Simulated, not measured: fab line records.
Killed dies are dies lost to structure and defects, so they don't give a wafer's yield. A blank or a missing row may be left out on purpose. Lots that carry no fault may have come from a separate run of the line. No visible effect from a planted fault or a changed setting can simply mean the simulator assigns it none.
A struck lot beside a sound one -- flow sky130 -- 25 steps out of a route of 708
Sound: the wafers L562.1, L562.2, L562.3. Wafers struck: L575.1, L575.2, L575.3. The cause comes at the end.
Per side, at each step with rows, come the tool, then ch with its chambers, and then its first start. Under that, the readings that differ: sound wafers -- struck wafers -- difference of the means -- sigmas: that difference in standard deviations of wafers without a fault.
alike: readings whose means differ by less than 2 such deviations, and words and numbers that are the same on both sides. not compared: withheld readings, readings that some wafer has no value for, bounds like >300 that may hide the same value, and numbers for which the record gives no deviation and whose values overlap.
Wherever a step has rows on one side only, a row that says differs or no value, or a row with sigmas, the two part there. When numbers do not overlap yet have no deviation, they are printed without sigmas and do not part them. Lack of a reading on every wafer of one side parts them only where that side has two or more wafers.

first, 6 steps without rows for these wafers: SKY_LDD_HVP_HMDS_01 (prime time 60 s); SKY_LDD_HVP_COAT_02 (resist thk 300 nm); SKY_LDD_HVP_SOFTBAKE_03 (time 60 s); SKY_LDD_HVP_EXPOSE_04 (exposes mask HVPTM, target cd 700 nm); SKY_LDD_HVP_PEB_05; SKY_LDD_HVP_DEVELOP_06 (develop time 60 s).
SKY_LDD_HVP_OVL_MEAS_07:
  struck on overlay-02, day 27 04:25; sound on overlay-01, day 22 08:48
  alike: LDD_HVP_OVL
then, 1 step without rows for these wafers: SKY_LDD_HVP_IMPLANT_08.
SKY_LDD_HVP_STRIP_09: strips in O2/N2.
  sound on plasma-asher-01 ch 0,1, day 22 08:59; struck on plasma-asher-03 ch 0,1, day 27 04:37
  alike: drypump-motor-current-A, oes-product-au, strip-time-to-endpoint-s
  not compared: rf-hours-counter-h
SKY_LDD_HVP_TW_MEAS_10:
  struck on film-metro-04, day 27 04:43; sound on film-metro-04, day 22 09:05
  alike: LDD_HVP_TW
then, 2 steps without rows for these wafers: SKY_LDD_LDN_DEHYDRATE_00 (time 60 s); SKY_LDD_LDN_HMDS_01 (prime time 60 s).
SKY_LDD_LDN_COAT_02: resist thk 1140 nm.
  sound on litho-track-02 ch 0, day 22 23:46; struck on litho-track-01 ch 0, day 27 18:30
reading,sound,struck,difference,sigmas
model.NOVOLAK_of_LDD_LDN_COAT_02.thk-nm (nm),1143 1140 1140,663.8 664.5 661.4,-477.8,
then, 3 steps without rows for these wafers: SKY_LDD_LDN_SOFTBAKE_03 (time 60 s); SKY_LDD_LDN_EXPOSE_04 (exposes mask LDNTM, target cd 700 nm); SKY_LDD_LDN_PEB_05.
SKY_LDD_LDN_DEVELOP_06: develop time 60 s.
  sound on litho-track-02 ch 0, day 23 15:07; struck on litho-track-01 ch 0, day 28 08:00
reading,sound,struck,difference,sigmas
model.NOVOLAK_of_LDD_LDN_COAT_02.thk-nm (nm),1142 1140 1139,663.4 664.1 661,-477.5,
SKY_LDD_LDN_OVL_MEAS_07:
  struck on overlay-02, day 28 08:09; sound on overlay-02, day 23 15:16
  alike: LDD_LDN_OVL
then, 4 steps without rows for these wafers: SKY_LDD_LDN_IMPLANT_08; SKY_LDD_LDN_IMPLANT_09; SKY_LDD_LDN_IMPLANT_10; SKY_LDD_LDN_IMPLANT_11.
SKY_LDD_LDN_STRIP_12: strips in O2/N2.
  sound on plasma-asher-04 ch 0,1, day 23 15:55; struck on plasma-asher-04 ch 0,1, day 28 08:47
reading,sound,struck,difference,sigmas
oes-product-au (a.u.),0.719 0.721 0.723,0.595 0.601 0.592,-0.125,-28
strip-time-to-endpoint-s (s),14.22 14.17 14.18,8.67 8.69 8.65,-5.52,-99 or more
  alike: drypump-motor-current-A
  not compared: rf-hours-counter-h
SKY_LDD_LDN_TW_MEAS_13:
  struck on film-metro-01, day 28 08:53; sound on film-metro-03, day 23 16:01
  alike: LDD_LDN_TW
-- a jump in the record: the struck wafers' starts before and after are 21 days apart (it breaks off in module LDD_LDN and resumes in module PAD_OPEN, where the first step shown is number 708 of the route) --
SKY_PAD_OPEN_PROBE_99:
  struck on prober-01, day 49 13:55; sound on prober-02, day 46 10:34
  alike: killed_at_M0_to_M3, killed_at_M4_up, killed-at-contacts, killed-at-front-end, killed-at-other, killed-dies, killed-open, killed-short

## WHERE THEY PART
Within this record, at SKY_LDD_LDN_STRIP_12 only. Later steps at which nothing parts them and some readings are alike: SKY_LDD_LDN_TW_MEAS_13, SKY_PAD_OPEN_PROBE_99.

WHY: what the simulator had put in
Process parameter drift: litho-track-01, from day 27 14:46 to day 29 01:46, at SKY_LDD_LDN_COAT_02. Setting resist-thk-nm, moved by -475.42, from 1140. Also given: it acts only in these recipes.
